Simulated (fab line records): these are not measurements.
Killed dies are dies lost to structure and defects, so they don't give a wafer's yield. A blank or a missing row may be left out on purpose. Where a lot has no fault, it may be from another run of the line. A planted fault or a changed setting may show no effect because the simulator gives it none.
2 desks, one fault :: flow gf180mcu :: numbers are kept per desk, each desk with only its own; the story behind them comes last

== FROM THE METROLOGY DESK ==
Lot by lot, what the gauges showed, no matter which tool ran the lot: averages of those sampled wafers that carry a number. A lot is out of limits, marked OUT, if its mean lies more than 4 standard deviations from the usual mean; the brackets give that distance.
Columns: A = CONTACT_CVD_00_THK at GF_CONTACT_THK_MEAS_01, usual 300.0 nm; B = CONTACT_CVD_02_THK at GF_CONTACT_THK_MEAS_03, usual 864 nm; C = CONTACT_BOW at GF_CONTACT_BOW_MEAS_05, usual 66 um; D = cd-nm at GF_CONTACT_CD_MEAS_14, usual 219.7 nm; E = CONTACT_OVL at GF_CONTACT_OVL_MEAS_15, usual 0 nm
lot: L878
first seen here: day 15 06:55
A: 299.7
B: 856
C: 69
D: 222.1
E: 2

lot: L882
first seen here: day 16 18:23
A: 301.0
B: 871
C: 57
D: 221.5
E: -2

lot: L893
first seen here: day 20 22:38
A: 303.6
B: 868
C: 67
D: 215.8
E: -1

lot: L900
first seen here: day 23 03:12
A: 297.3
B: 865
C: 68
D: 220.1
E: -3

lot: L901
first seen here: day 23 11:53
A: 300.4
B: 859
C: 70
D: 219.1
E: -3
This desk's finding: nothing out of limits on any of the 5 lots.

== AT THE TOOL OWNER'S DESK: krf-scanner-01 ==
The tool's own readings at GF_CONTACT_EXPOSE_11 (exposes mask Contact, target cd 220 nm): means of the sampled wafers that have a number, for each lot that ran on this tool. A lot is out of limits, marked OUT, if its mean lies more than 4 standard deviations from the usual mean; the brackets give that distance.
Columns: A = exposure-dose-mJ-cm2 at GF_CONTACT_EXPOSE_11, usual 37.97
lot: L882
first seen here: day 17 06:36
A: 37.95

lot: L893
first seen here: day 21 11:05
A: 38.32 (+9.4) OUT

lot: L901
first seen here: day 24 00:25
A: 37.97
This desk's finding: out of limits on L893; first on L893, day 21 11:05 (exposure-dose-mJ-cm2 at GF_CONTACT_EXPOSE_11). In limits: L882, L901.

== PUT TOGETHER ==
On L893, at day 21 11:05, an alarm was possible from the tool owner's desk.
At the metrology desk, nothing out of limits was observed.
The metrology desk has L893 on record, within its limits.
GF_CONTACT_EXPOSE_11 was run on krf-scanner-01 by each of the lots named.

== WHAT HAD BEEN PUT IN BY THE SIMULATOR ==
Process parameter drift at GF_CONTACT_EXPOSE_11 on krf-scanner-01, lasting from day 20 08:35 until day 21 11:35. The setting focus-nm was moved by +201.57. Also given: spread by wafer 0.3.
Lots struck among those shown: L893.
How many hours passed from the start of the fault until each desk's first out-of-limits reading: the tool owner's desk, 27.
